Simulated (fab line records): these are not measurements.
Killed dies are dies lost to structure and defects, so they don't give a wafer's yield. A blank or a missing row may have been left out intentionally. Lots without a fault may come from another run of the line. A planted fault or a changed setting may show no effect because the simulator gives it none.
2 desks looking at one fault | flow gf180mcu | each desk holds nothing but its own numbers, with what lay behind them at the end

## AT THE METROLOGY DESK
What the gauges read for every lot (on any tool): the sampled wafers with a number, averaged. A lot is out of limits, marked OUT, if its mean lies more than 4 standard deviations from the usual mean; the brackets give that distance.
Columns: A = VT_IMPLANT_01_OVL at GF_VT_IMPLANT_OVL_MEAS_18, usual -0.2 nm; B = VT_IMPLANT_2_TW at GF_VT_IMPLANT_TW_MEAS_21, usual 1205; C = VT_IMPLANT_02_OVL at GF_VT_IMPLANT_OVL_MEAS_29, usual -0.5 nm
lot  | first seen here | A    | B    | C
L201 | day 6 18:24     | 0.6  | 1205 | 0.4
L205 | day 7 20:16     | -1.7 | 1204 | -1.5
L207 | day 8 11:27     | 1.9  | 1211 | 0.1
L217 | day 11 07:07    | -1.9 | 1209 | -0.9
L218 | day 11 07:35    | 0.0  | 1212 | -0.3
L219 | day 11 16:43    | -0.4 | 1211 | -0.7
L221 | day 12 03:25    | -0.9 | 1202 | -1.0
Finding of this desk: none of the 7 lots has anything out of limits.

## DESK OF THE TOOL OWNER: lithoTrack-03
Per lot that ran on this tool, the mean of the sampled wafers carrying a number, from the tool's own readings at GF_VT_IMPLANT_SOFTBAKE_25 (time 60 s). A lot is out of limits, marked OUT, if its mean lies more than 4 standard deviations from the usual mean; the brackets give that distance.
Columns: A = heaterPowerTotalW at GF_VT_IMPLANT_SOFTBAKE_25, usual 56.60 W; B = runLengthS at GF_VT_IMPLANT_SOFTBAKE_25, usual 89.07 s
lot  | first seen here | A                       | B
L201 | day 7 01:56     | 56.58                   | 89.38
L217 | day 11 16:34    | 58.39 (+44) OUT         | 84.45 (-31) OUT
L218 | day 11 17:07    | 61.95 (+99 or more) OUT | 75.02 (-94) OUT
L219 | day 12 02:43    | 58.40 (+44) OUT         | 84.38 (-31) OUT
This desk finds L217, L218, L219 out of limits, L217 being first, at day 11 16:34 (heaterPowerTotalW at GF_VT_IMPLANT_SOFTBAKE_25). In limits: L201.

## ALL TOGETHER
The tool owner's desk could have raised an alarm at day 11 16:34, on L217, L218, L219.
Nothing out of limits was seen by the metrology desk.
The metrology desk holds a record of L217, L218, L219, inside its limits.
All the named lots went through GF_VT_IMPLANT_SOFTBAKE_25 on lithoTrack-03.

## WHAT THE SIMULATOR HAD PUT IN
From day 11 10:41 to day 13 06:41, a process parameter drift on lithoTrack-03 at GF_VT_IMPLANT_SOFTBAKE_25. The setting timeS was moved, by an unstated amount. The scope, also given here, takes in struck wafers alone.
Lots struck among those shown: L217, L218, L219.
Delay in hours, fault start to first out-of-limits reading, by desk: the tool owner's desk at 6.
